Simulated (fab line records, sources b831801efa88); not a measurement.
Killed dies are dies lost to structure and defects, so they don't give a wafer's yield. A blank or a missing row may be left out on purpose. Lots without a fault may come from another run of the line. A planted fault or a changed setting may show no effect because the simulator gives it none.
fab line records | flow sky130
record lots=5 wafers=15 last_day=50
route steps=708 shown METAL1@446 VIA1@458 PAD_OPEN@708
lots that met no fault: from a run of the same line without faults
start_h: hours from the record's first day to the start of the lot's first wafer shown | wait_h: hours since the lot's step before | " the same as in the row above | L1.1+2: a row that stands for several wafers | - no value, or no start given | * or withheld: withheld | < > ~ a bound
route shown NAME@n: a module of which the file shows steps, and the number in the route of the first | usual: mean/standard deviation of fault-free wafers | same: alike in all rows | chamber/n: place in a boat | sites: the reading at each site | _std_site: their standard deviation | _edge_site: outer sites' mean less inner sites' | radius_mm: how far each site lies from the wafer's centre | mask NAME#n: copy n | behind: the tool/chamber that last shaped the wafer | hold: why the lot was held/for how many hours/how that ended | device: the transistor (n, p or np) that didn't switch | end of line: the same wafers' tests at the end of the route | a step without rows: its recipe alone | killed: dies lost to structure and defects at the first sort, not the wafer's yield | map: a wafer's dies, x killed, . not, _ none there
set.NAME: the setting as run; set.NAME@STEP: as run at that earlier step | model.NAME: the simulator's own value behind a step, which no gauge read
lots at some steps of the route; a table a step, a row a wafer
services: from which hour (start_h, from the record's first day; less than 0 if before it) a tool's chamber was out of use, for how many hours, and why
## steps
# step SKY_METAL1_EXPOSE_12
# recipe mask_id=MM1 na=0.8 source_shape=annular sigma_inner=0.55 sigma_outer=0.85 target_cd_nm=140 dose_mj=28
# step SKY_METAL1_PEB_13
# recipe peb_temp_c=withheld peb_time_s=withheld resist=KrF-thick
# step SKY_METAL1_DEVELOP_14
# recipe develop_time_s=60 resist=KrF-thick dev_temp_c=21
# step SKY_METAL1_CD_MEAS_15
# recipe target_cd_nm=140
# usual cd_nm=140.3/1.5
# columns lot.wafer tool chamber start_h wait_h cd_nm
L955.4 cd_sem-01 - 791.97 - 139.3
L955.5 " - " " 140.5
L955.6 " - " " 138.4
L964.1 cd_sem-01 - 858.89 - 142.3
L964.2 " - " " 140.5
L964.5 " - " " 141.0
L965.3 cd_sem-02 - 863.65 - 138.2
L965.5 " - " " 137.4
L965.6 " - " " 137.5
L967.1 cd_sem-02 - 895.72 - 142.4
L967.2 " - " " 139.9
L967.4 " - " " 140.2
L971.1 cd_sem-01 - 923.47 - 140.1
L971.2 " - " " 138.7
L971.6 " - " " 139.8
# step SKY_METAL1_OVL_MEAS_16
# usual METAL1_OVL=1/5.7
# columns lot.wafer tool chamber start_h wait_h METAL1_OVL[nm]
L955.4 overlay-02 - 792.05 0.1 0
L955.5 " - " " 6
L955.6 " - " " -6
L964.1 overlay-01 - 859.01 0.1 -1
L964.2 " - " " 0
L964.5 " - " " 0
L965.3 overlay-02 - 863.74 0.1 -4
L965.5 " - " " -4
L965.6 " - " " -3
L967.1 overlay-01 - 895.84 0.1 -5
L967.2 " - " " 3
L967.4 " - " " 1
L971.1 overlay-01 - 923.59 0.1 -6
L971.2 " - " " -2
L971.6 " - " " 3
# step SKY_METAL1_DESCUM_17
# recipe chemistry=O2 source_power_w=150 bias_power_w=0 pressure_mtorr=10 temp_c=40 time_s=8
# usual drypump_motor_current_A=5.7/0.39 oes_product_au=0.999/0.0089
# columns lot.wafer tool chamber start_h wait_h drypump_motor_current_A oes_product_au rf_hours_counter_h
L955.4 rie_metal-02 1 792.08 0.0 5.8 1.010 -
L955.5 " 0 " " 4.9 1.002 -
L955.6 " 1 " " 5.8 1.004 -
L964.1 rie_metal-02 1 859.04 0.0 5.8 0.998 1
L964.2 " 0 " " 4.9 0.990 13
L964.5 " 1 " " 5.8 0.996 -
L965.3 rie_metal-02 0 863.78 0.0 4.9 0.992 -
L965.5 " 0 " " 4.9 1.011 -
L965.6 " 1 " " 5.8 1.002 -
L967.1 rie_metal-03 1 895.88 0.0 5.7 1.006 16
L967.2 " 0 " " 6.3 1.008 11
L967.4 " 0 " " 6.3 1.004 -
L971.1 rie_metal-03 0 923.63 0.0 6.3 1.006 12
L971.2 " 1 " " 5.7 1.014 17
L971.6 " 1 " " 5.7 1.000 -
# step SKY_METAL1_ETCH_18
# recipe chemistry=N2/H2 target=BARC ion_energy_ev=200 bias_w=100 pressure_mtorr=30 n2_flow_sccm=100 h2_flow_sccm=200 icp_w=500 stop_on=SiO2 time_s=45.9 target_depth_a=600
# usual bias_w=100.02/0.29 drypump_motor_current_A=5.8/0.39 oes_product_au=0.854/0.0048 throttle_valve_pct=13.225/0.0094
# columns lot.wafer tool chamber start_h wait_h bias_w drypump_motor_current_A oes_product_au rf_hours_counter_h throttle_valve_pct
L955.4 rie_metal-02 1 792.12 0.0 100.02 5.8 0.852 - 13.207
L955.5 " 0 " " 99.77 4.9 0.858 - 13.229
L955.6 " 1 " " 99.91 5.8 0.856 - 13.227
L964.1 rie_metal-02 1 859.07 0.0 100.16 5.8 0.851 1 13.237
L964.2 " 0 " " 99.71 4.9 0.859 13 13.233
L964.5 " 1 " " 99.85 5.8 0.850 - 13.231
L965.3 rie_metal-02 0 863.82 0.0 100.32 4.9 0.857 - 13.219
L965.5 " 0 " " 100.26 4.9 0.863 - 13.229
L965.6 " 1 " " 100.07 5.8 0.866 - 13.213
L967.1 rie_metal-03 1 895.91 0.0 100.04 5.7 0.854 16 13.225
L967.2 " 0 " " 99.51 6.3 0.856 11 13.223
L967.4 " 0 " " 99.61 6.3 0.855 - 13.232
L971.1 rie_metal-03 0 923.66 0.0 99.94 6.3 0.852 12 13.233
L971.2 " 1 " " 100.21 5.7 0.849 17 13.197
L971.6 " 1 " " 99.65 5.7 0.861 - 13.219
# step SKY_METAL1_METAL_ETCH_19
# recipe target_depth_a=3600 stop_on=SiO2 over_etch_frac=0.3 time_s=78 chemistry=Cl2/BCl3 resist_sidewall_deg=88 pressure_mtorr=10 icp_w=900 bias_w=48.5 Cl2_flow_sccm=60 bcl3_flow_sccm=30
# usual bias_w=48.50/0.15 drypump_motor_current_A=5.7/0.39 oes_product_au=0.855/0.0055 throttle_valve_pct=22.265/0.0087
# columns lot.wafer tool chamber start_h wait_h bias_w drypump_motor_current_A oes_product_au rf_hours_counter_h throttle_valve_pct
L955.4 rie_metal-02 1 792.19 0.1 48.53 5.8 0.860 - 22.246
L955.5 " 0 " " 48.19 4.9 0.854 - 22.275
L955.6 " 1 " " 48.70 5.8 0.861 - 22.264
L964.1 rie_metal-02 1 859.14 0.0 48.53 5.8 0.854 1 22.281
L964.2 " 0 " " 48.63 4.9 0.854 14 22.266
L964.5 " 1 " " 48.75 5.8 0.848 - 22.259
L965.3 rie_metal-02 0 863.89 0.1 48.48 4.9 0.851 - 22.262
L965.5 " 0 " " 48.47 4.9 0.862 - 22.279
L965.6 " 1 " " 48.60 5.8 0.854 - 22.271
L967.1 rie_metal-03 1 895.97 0.0 48.50 5.7 0.851 16 22.273
L967.2 " 0 " " 48.51 6.3 0.851 11 22.248
L967.4 " 0 " " 48.35 6.3 0.854 - 22.252
L971.1 rie_metal-03 0 923.72 0.0 48.72 6.3 0.854 12 22.264
L971.2 " 1 " " 48.50 5.7 0.845 17 22.243
L971.6 " 1 " " 48.40 5.7 0.849 - 22.271
# step SKY_METAL1_STRIP_20
# recipe chemistry=O2/N2 power_w=1400 pressure_mtorr=1500 platen_temp_c=withheld o2_flow_sccm=3000 n2_flow_sccm=300 overash_fraction=0.5
# usual drypump_motor_current_A=5.9/0.33 o2_flow_sccm=3002/8.7 oes_product_au=0.342/0.0051 strip_time_to_endpoint_s=2.70/0.037
# columns lot.wafer tool chamber start_h wait_h drypump_motor_current_A o2_flow_sccm oes_product_au rf_hours_counter_h strip_time_to_endpoint_s
L955.4 plasma_asher-04 1 792.29 0.1 5.9 2981 0.338 - 2.66
L955.5 " 1 " " 5.9 3002 0.342 - 2.71
L955.6 " 0 " " 5.5 2995 0.344 - 2.67
L964.1 plasma_asher-04 0 859.23 0.1 5.6 3003 0.345 10 2.70
L964.2 " 1 " " 5.9 3003 0.330 10 2.68
L964.5 " 0 " " 5.6 3002 0.340 - 2.66
L965.3 plasma_asher-04 1 863.99 0.1 5.9 3000 0.342 - 2.65
L965.5 " 1 " " 5.9 2999 0.335 - 2.67
L965.6 " 0 " " 5.6 2999 0.345 - 2.65
L967.1 plasma_asher-02 1 896.06 0.1 6.2 2991 0.347 49 2.70
L967.2 " 0 " " 5.9 2999 0.348 49 2.66
L967.4 " 1 " " 6.1 2997 0.350 - 2.68
L971.1 plasma_asher-02 0 923.81 0.1 5.8 3004 0.336 52 2.65
L971.2 " 1 " " 6.1 3011 0.345 52 2.64
L971.6 " 0 " " 5.9 3012 0.342 - 2.65
# step SKY_METAL1_STRIP_21
# recipe chemistry=post_etch_residue_remover time_s=1200 temp_c=72.5
# step SKY_METAL1_CLEAN_22
# recipe chemistry=IPA time_s=180 temp_c=25
# step SKY_METAL1_CLEAN_23
# recipe chemistry=O3/DIW dry=n2_spin
# step SKY_VIA1_HDPCVD_00
# recipe material=SiO2 target_thk_nm=1030 sigma_open_frac=0.3 time_s=171.7 temp_c=400 sih4_flow_sccm=60 pressure_mtorr=6
# usual sih4_flow_sccm=59.99/0.18
# columns lot.wafer tool chamber start_h wait_h sih4_flow_sccm model.SiO2_of_VIA1_HDPCVD_00.thk_nm
L955.4 hdpcvd-01 1 792.93 0.1 60.01 1015
L955.5 " 0 " " 59.58 1021
L955.6 " 2 " " 59.96 1011
L964.1 hdpcvd-02 0 859.82 0.0 29.73 511.6
L964.2 " 1 " " 60.02 1021
L964.5 " 0 " " 29.83 514.1
L965.3 hdpcvd-01 0 864.58 0.0 59.71 1007
L965.5 " 1 " " 60.06 1019
L965.6 " 2 " " 59.96 1008
L967.1 hdpcvd-01 2 896.65 0.0 60.25 1039
L967.2 " 0 " " 60.11 1044
L967.4 " 0 " " 60.26 1026
L971.1 hdpcvd-02 0 924.44 0.0 60.08 1030
L971.2 " 2 " " 59.79 1044
L971.6 " 0 " " 60.07 1026
# step SKY_VIA1_THK_MEAS_01
# recipe reads=SiO2_of_VIA1_HDPCVD_00
# usual VIA1_HDPCVD_THK=1027/11
# columns lot.wafer tool chamber start_h wait_h VIA1_HDPCVD_THK[nm]
L955.4 film_metro-01 - 793.02 0.0 1015
L955.5 " - " " 1021
L955.6 " - " " 1010
L964.1 film_metro-02 - 859.93 0.1 511
L964.2 " - " " 1021
L964.5 " - " " 514
L965.3 film_metro-01 - 864.71 0.1 1006
L965.5 " - " " 1019
L965.6 " - " " 1009
L967.1 film_metro-01 - 896.77 0.1 1039
L967.2 " - " " 1043
L967.4 " - " " 1026
L971.1 film_metro-01 - 924.56 0.1 1031
L971.2 " - " " 1045
L971.6 " - " " 1026
# step SKY_VIA1_CMP_02
# recipe material=SiO2 down_force_psi=4 platen_rpm=60 pad_velocity_m_s=0.94248
# usual motor_current_A=11.4/1.2
# columns lot.wafer tool chamber start_h wait_h motor_current_A
L955.4 cmp-01 0 793.10 0.1 11.5
L955.5 " 3 " " 11.3
L955.6 " 0 " " 11.6
L964.2 cmp-02 1 860.04 0.1 11.4
L964.1 " 3 " " 11.2
L964.5 " 1 " " 11.5
L965.3 cmp-01 1 864.90 0.2 9.4
L965.5 " 2 " " 12.1
L965.6 " 3 " " 11.2
L967.4 cmp-02 0 896.88 0.1 14.2
L967.2 " 1 " " 12.0
L967.1 " 2 " " 9.2
L971.2 cmp-02 3 924.67 0.1 10.9
L971.1 " 1 " " 10.7
L971.6 " 3 " " 11.8
# step SKY_PAD_OPEN_PROBE_99
# usual defect_limited_yield=82.7/1.9 killed_at_M0_to_M3=43/6.6 killed_at_M4_up=3.1/1.6 killed_at_contacts=23/5.6 killed_at_front_end=15/4.2 killed_at_other=0.2/0.43 killed_dies=85/9.3 killed_open=46/6.6 killed_short=39/6.2
# same gross_dies=492 killed_at_back_side=0
# columns lot.wafer tool chamber start_h wait_h defect_limited_yield[%] killed_at_M0_to_M3 killed_at_M4_up killed_at_contacts killed_at_front_end killed_at_other killed_dies killed_open killed_short model.etest.tester.sort_n_pass model.etest.tester.sort_yield_pct model.etest.tester.sort_bin_3_pct model.etest.met2_comb.leak_log10_a_um model.etest.tester.sort_bin_8_pct
L955.4 prober-01 - 1095.62 0.2 82.5 47 4 25 10 0 86 48 38 406 82.52 0.4065 -11.84 0
L955.5 prober-01 - 1095.67 0.2 85.0 31 2 25 16 0 74 39 35 418 84.96 0.6098 -12.08 0
L955.6 prober-01 - 1095.72 0.2 86.8 37 3 16 9 0 65 43 22 427 86.79 0.2033 -12.07 0
L964.1 prober-02 - 1143.40 0.1 80.1 47 2 25 23 1 98 49 49 237 48.17 32.93 -7.179 5.437e-08
L964.2 prober-02 - 1143.45 0.1 83.1 53 1 14 15 0 83 48 35 409 83.13 0.813 -12.23 0
L964.5 prober-02 - 1143.60 0.2 84.3 44 4 17 12 0 77 38 39 250 50.81 34.35 -7.394 7.138e-08
L965.3 prober-01 - 1149.04 0.2 82.7 47 4 19 15 0 85 47 38 407 82.72 1.626 -12 0
L965.5 prober-01 - 1149.14 0.2 84.8 40 2 21 12 0 75 38 37 417 84.76 1.016 -12.06 0
L965.6 prober-01 - 1149.19 0.2 81.9 42 3 29 15 0 89 46 43 403 81.91 0.6098 -11.8 0
L967.1 prober-02 - 1170.83 0.1 83.3 42 1 23 16 0 82 38 44 410 83.33 1.016 -12.08 0
L967.2 prober-02 - 1170.88 0.1 80.1 48 3 28 19 0 98 57 41 394 80.08 0.813 -12.06 0
L967.4 prober-02 - 1170.98 0.2 77.6 55 3 35 16 1 110 60 50 382 77.64 1.423 -11.96 0
L971.1 prober-01 - 1190.07 0.1 84.1 27 4 25 21 1 78 38 40 414 84.15 1.22 -12.02 0
L971.2 prober-01 - 1190.12 0.1 80.7 40 3 29 23 0 95 50 45 397 80.69 1.016 -12.14 0
L971.6 prober-01 - 1190.32 0.2 85.8 37 3 20 10 0 70 40 30 422 85.77 1.016 -12.17 0
# killed by level:class
L955.4 CONTACT:geometric_particle:open=11 VIA1:geometric_particle:open=8 LI_CONTACT:geometric_particle:open=7 METAL2:geometric_particle:short=7 VIA2:geometric_particle:open=6 VIA3:geometric_particle:short=5 METAL1:geometric_particle:short=5 FIELD_ISO:geometric_particle:open=4
L955.5 CONTACT:geometric_particle:open=10 FIELD_ISO:geometric_particle:open=8 VIA1:geometric_particle:open=6 LOCAL_INTERCONNECT:geometric_particle:short=5 VIA3:geometric_particle:open=5 VIA1:geometric_particle:short=4 LI_CONTACT:geometric_particle:short=4 METAL1:geometric_particle:short=4
L955.6 VIA1:geometric_particle:open=11 METAL1:geometric_particle:short=8 VIA3:geometric_particle:open=8 LI_CONTACT:geometric_particle:open=5 CONTACT:geometric_particle:open=5 POLY_GATE:geometric_particle:open=4 VIA1:geometric_particle:short=4 VIA2:geometric_particle:open=4
L964.1 VIA1:geometric_particle:open=12 CONTACT:geometric_particle:open=8 FIELD_ISO:geometric_particle:short=7 CONTACT:geometric_particle:short=7 VIA1:geometric_particle:short=6 FIELD_ISO:geometric_particle:open=5 POLY_GATE:geometric_particle:open=5 LOCAL_INTERCONNECT:geometric_particle:short=5
L964.2 VIA1:geometric_particle:open=17 VIA2:geometric_particle:open=9 CONTACT:geometric_particle:open=8 FIELD_ISO:geometric_particle:short=7 VIA3:geometric_particle:open=6 METAL1:geometric_particle:short=5 METAL2:geometric_particle:short=5 FIELD_ISO:geometric_particle:open=4
L964.5 METAL1:geometric_particle:short=12 VIA1:geometric_particle:open=11 LI_CONTACT:geometric_particle:open=7 CONTACT:geometric_particle:open=7 VIA2:geometric_particle:short=5 VIA1:geometric_particle:short=4 METAL2:geometric_particle:short=4 FIELD_ISO:geometric_particle:open=3
L965.3 VIA1:geometric_particle:open=12 CONTACT:geometric_particle:open=10 METAL1:geometric_particle:short=7 VIA3:geometric_particle:open=7 FIELD_ISO:geometric_particle:open=5 METAL2:geometric_particle:short=5 VIA2:geometric_particle:open=5 LOCAL_INTERCONNECT:geometric_particle:short=4
L965.5 LI_CONTACT:geometric_particle:open=8 VIA3:geometric_particle:open=7 METAL1:geometric_particle:short=6 CONTACT:geometric_particle:open=6 METAL2:geometric_particle:short=6 VIA1:geometric_particle:open=5 FIELD_ISO:geometric_particle:open=4 LI_CONTACT:geometric_particle:short=4
L965.6 LI_CONTACT:geometric_particle:open=10 METAL2:geometric_particle:short=8 FIELD_ISO:geometric_particle:short=7 CONTACT:geometric_particle:open=7 VIA1:geometric_particle:open=7 VIA3:geometric_particle:open=7 FIELD_ISO:geometric_particle:open=5 LI_CONTACT:geometric_particle:short=5
L967.1 LI_CONTACT:geometric_particle:open=8 VIA1:geometric_particle:open=7 METAL1:geometric_particle:short=6 CONTACT:geometric_particle:short=5 POLY_GATE:geometric_particle:short=5 VIA1:geometric_particle:short=5 VIA2:geometric_particle:open=5 LI_CONTACT:geometric_particle:short=4
L967.2 VIA1:geometric_particle:open=15 CONTACT:geometric_particle:open=7 VIA3:geometric_particle:open=7 CONTACT:geometric_particle:short=6 VIA2:geometric_particle:open=6 LI_CONTACT:geometric_particle:open=5 LOCAL_INTERCONNECT:geometric_particle:short=5 FIELD_ISO:geometric_particle:open=4
L967.4 CONTACT:geometric_particle:open=13 VIA1:geometric_particle:open=12 LI_CONTACT:geometric_particle:open=10 LI_CONTACT:geometric_particle:short=7 METAL2:geometric_particle:short=6 VIA2:geometric_particle:open=6 POLY_GATE:geometric_particle:open=5 POLY_GATE:geometric_particle:short=5
L971.1 FIELD_ISO:geometric_particle:short=7 CONTACT:geometric_particle:open=7 LI_CONTACT:geometric_particle:open=6 LOCAL_INTERCONNECT:geometric_particle:short=6 POLY_GATE:geometric_particle:open=4 CONTACT:geometric_particle:short=4 VIA2:geometric_particle:open=4 METAL3:geometric_particle:open=4
L971.2 CONTACT:geometric_particle:open=11 VIA1:geometric_particle:open=9 METAL2:geometric_particle:short=8 FIELD_ISO:geometric_particle:open=7 FIELD_ISO:geometric_particle:short=6 LI_CONTACT:geometric_particle:open=6 POLY_GATE:geometric_particle:open=6 CONTACT:geometric_particle:short=6
L971.6 VIA1:geometric_particle:open=9 CONTACT:geometric_particle:open=8 VIA1:geometric_particle:short=5 METAL3:geometric_particle:short=5 VIA3:geometric_particle:open=4 LI_CONTACT:geometric_particle:open=4 CONTACT:geometric_particle:short=4 POLY_GATE:geometric_particle:open=3
## services
# columns tool chamber start_h hours kind
cmp-02 - 784.14 1.8 repair
plasma_asher-04 - 793.73 17.9 pm
cmp-01 - 803.57 4.6 pm
rie_metal-02 1 818.03 - clean
rie_metal-02 1 818.03 19.3 scheduled_down
rie_metal-02 1 818.03 19.3 vent_cycle
cmp-01 - 837.78 0.2 repair
cmp-02 - 839.70 5.7 repair
hdpcvd-01 - 841.12 1.1 repair
plasma_asher-04 - 881.52 2.8 pm
rie_metal-03 - 881.98 1.2 repair
cmp-02 - 886.02 1.9 repair
cmp-02 - 888.00 4.4 pm
cmp-01 - 895.76 5.4 pm
rie_metal-02 0 898.25 75.1 repair
hdpcvd-01 - 907.66 1.2 repair
cmp-02 - 912.00 4.0 pm
cmp-02 - 916.00 - consumable_replace:conditioner
cmp-02 - 916.00 - consumable_replace:pad
## key
first_sign step=SKY_VIA1_HDPCVD_00 reading=sih4_flow_sccm direction=down sigmas=99+ usual=59.99 struck=29.78
effect step=SKY_VIA1_THK_MEAS_01 reading=VIA1_HDPCVD_THK direction=down sigmas=46 usual=1027 struck=513
model_effect step=SKY_VIA1_HDPCVD_00 value=SiO2_of_VIA1_HDPCVD_00.thk_nm without=1028 struck=512.8
model_effect step=SKY_PAD_OPEN_PROBE_99 value=etest.tester.sort_n_pass without=404.5 struck=243.5
met_at SKY_VIA1_HDPCVD_00
struck_wafers L964.1,L964.5
fault kind=process_parameter_drift tool=hdpcvd-02 chamber=0 onset_h=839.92 steps=SKY_VIA1_HDPCVD_00 channel=sih4_flow_sccm offset=-30 shape=step end_h=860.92 acts_in=these_recipes_only stated=60
